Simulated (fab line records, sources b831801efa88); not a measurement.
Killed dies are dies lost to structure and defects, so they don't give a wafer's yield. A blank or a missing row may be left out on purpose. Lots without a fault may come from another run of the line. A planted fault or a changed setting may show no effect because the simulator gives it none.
A struck lot beside a sound one | flow sky130 | 18 steps out of a route of 708
Sound: wafers L265.2, L265.3, L265.4. Struck: wafers L271.1, L271.3, L271.6. The cause comes at the end.
At each step with rows: each side's tool, then ch and its chambers, then its first start. Under that, the readings that differ: sound wafers | struck wafers | difference of the means | sigmas: that difference in standard deviations of wafers without a fault.
alike: readings whose means differ by less than 2 such deviations, and words and numbers that are the same on both sides. not compared: withheld readings, readings that some wafer has no value for, bounds like >300 that may hide the same value, and numbers for which the record gives no deviation and whose values overlap.
The two part at a step that has a row with sigmas, a row that says differs or no value, or rows on one side only. Numbers that don't overlap but have no deviation are shown without sigmas and don't part them. A reading that every wafer of one side lacks parts them only if that side has two wafers or more.

first, 2 steps without rows for these wafers: SKY_CONTACT_PEB_12; SKY_CONTACT_DEVELOP_13 (develop time 60 s).
SKY_CONTACT_CD_MEAS_14: target cd 170 nm.
  sound on cd_sem-02, day 36 19:01; struck on cd_sem-01, day 37 00:44
  alike: cd_nm
SKY_CONTACT_OVL_MEAS_15:
  sound on overlay-01, day 36 19:07; struck on overlay-02, day 37 00:51
  alike: CONTACT_OVL
SKY_CONTACT_ETCH_16: etches BARC in N2/H2, stops on SiO2, time 45.9 s, target depth 60 nm.
  sound on rie_diel-03 ch 1,2,3, day 36 19:09; struck on rie_diel-02 ch 0,1, day 37 00:53
  reading                     | sound       | struck      | difference | sigmas
  drypump_motor_current_A (A) | 6.2 5.7 5.8 | 4.9 4.8 4.8 | -1.1       | -2
  alike: oes_product_au, throttle_valve_pct
  not compared: rf_hours_counter_h
SKY_CONTACT_ETCH_17: etches SiO2 in C4F8/O2/Ar, stops on Si3N4, target depth 340 nm.
  sound on rie_diel-03 ch 1,2,3, day 36 19:12; struck on rie_diel-02 ch 0,1, day 37 00:56
  alike: oes_product_au
SKY_CONTACT_ETCH_18: etches Si3N4 in CHF3/O2, stops on TiN, time 39 s, target depth 75 nm.
  sound on rie_diel-03 ch 1,2,3; struck on rie_diel-02 ch 0,1
  reading                     | sound       | struck      | difference | sigmas
  drypump_motor_current_A (A) | 6.2 5.8 5.8 | 4.9 4.8 4.8 | -1.1       | -2
  alike: oes_product_au, throttle_valve_pct
  not compared: rf_hours_counter_h
SKY_CONTACT_STRIP_19: strips in O2/N2.
  sound on plasma_asher-01 ch 0,1, day 36 19:17; struck on plasma_asher-01 ch 0,1, day 37 01:01
  alike: drypump_motor_current_A, oes_product_au, strip_time_to_endpoint_s
  not compared: rf_hours_counter_h
then, 4 steps without rows for these wafers: SKY_CONTACT_STRIP_20 (strips in post etch residue remover, time 1200 s); SKY_CONTACT_CLEAN_21 (cleans in IPA, time 180 s); SKY_CONTACT_CLEAN_22 (cleans in O3/DIW); SKY_CONTACT_SPUTTER_23 (material TiN, target thk 20 nm, time 80 s).
SKY_CONTACT_CVD_24: deposits W, target thk 340 nm, time 102.12 s.
  sound on cvd_w-01 ch 0,1, day 36 19:56; struck on cvd_w-01 ch 0,1, day 37 01:43
  reading                               | sound             | struck          | difference | sigmas
  model.W_of_CONTACT_CVD_24.thk_nm (nm) | 335.1 332.7 333.2 | 404.4 407 407.7 | +72.7      |
  alike: heater_power_w
SKY_CONTACT_RS_MEAS_25: measures by four-point-probe.
  sound on film_metro-02, day 36 20:04; struck on film_metro-02, day 37 01:50
  reading               | sound             | struck            | difference | sigmas
  CONTACT_W_RS (ohm/sq) | 0.342 0.346 0.344 | 0.284 0.282 0.281 | -0.062     | -15
SKY_CONTACT_THK_MEAS_26: measures by xrf.
  sound on film_metro-02, day 36 20:11; struck on film_metro-02, day 37 01:57
  reading            | sound       | struck      | difference | sigmas
  CONTACT_W_THK (nm) | 333 331 332 | 411 414 413 | +81        | +14
SKY_CONTACT_CMP_27: polishes, stops on SiO2, t overpolish 15 s, target thk 0 nm.
  sound on cmp-01 ch 0,2,3, day 36 20:17; struck on cmp-02 ch 0,1,2, day 37 02:04
  reading                | sound    | struck    | difference | sigmas
  time_to_endpoint_s (s) | 81 77 77 | 100 97 97 | +20        | +6
  alike: motor_current_A
SKY_METAL1_SPUTTER_00: material Ti, target thk 15 nm, time 10 s.
  sound on pvd_sputter-03, day 36 20:32; struck on pvd_sputter-03, day 37 02:19
  alike: throttle_valve_pct
-- the record jumps here: 13 days lie between the struck wafers' starts before and after (it left off in module METAL1 and takes up again in module PAD_OPEN, whose first step shown is number 708 of the route) --
SKY_PAD_OPEN_PROBE_99:
  sound on prober-02, day 49 15:20; struck on prober-02, day 49 21:26
  reading         | sound | struck | difference | sigmas
  killed_at_other | 0 2 1 | 0 0 0  | -1         | -2
  alike: killed_at_M0_to_M3, killed_at_M4_up, killed_at_contacts, killed_at_front_end, killed_dies, killed_open, killed_short

WHERE THEY PART
First at SKY_CONTACT_ETCH_16; last, within this record, at SKY_PAD_OPEN_PROBE_99.

WHY: what the simulator had put in
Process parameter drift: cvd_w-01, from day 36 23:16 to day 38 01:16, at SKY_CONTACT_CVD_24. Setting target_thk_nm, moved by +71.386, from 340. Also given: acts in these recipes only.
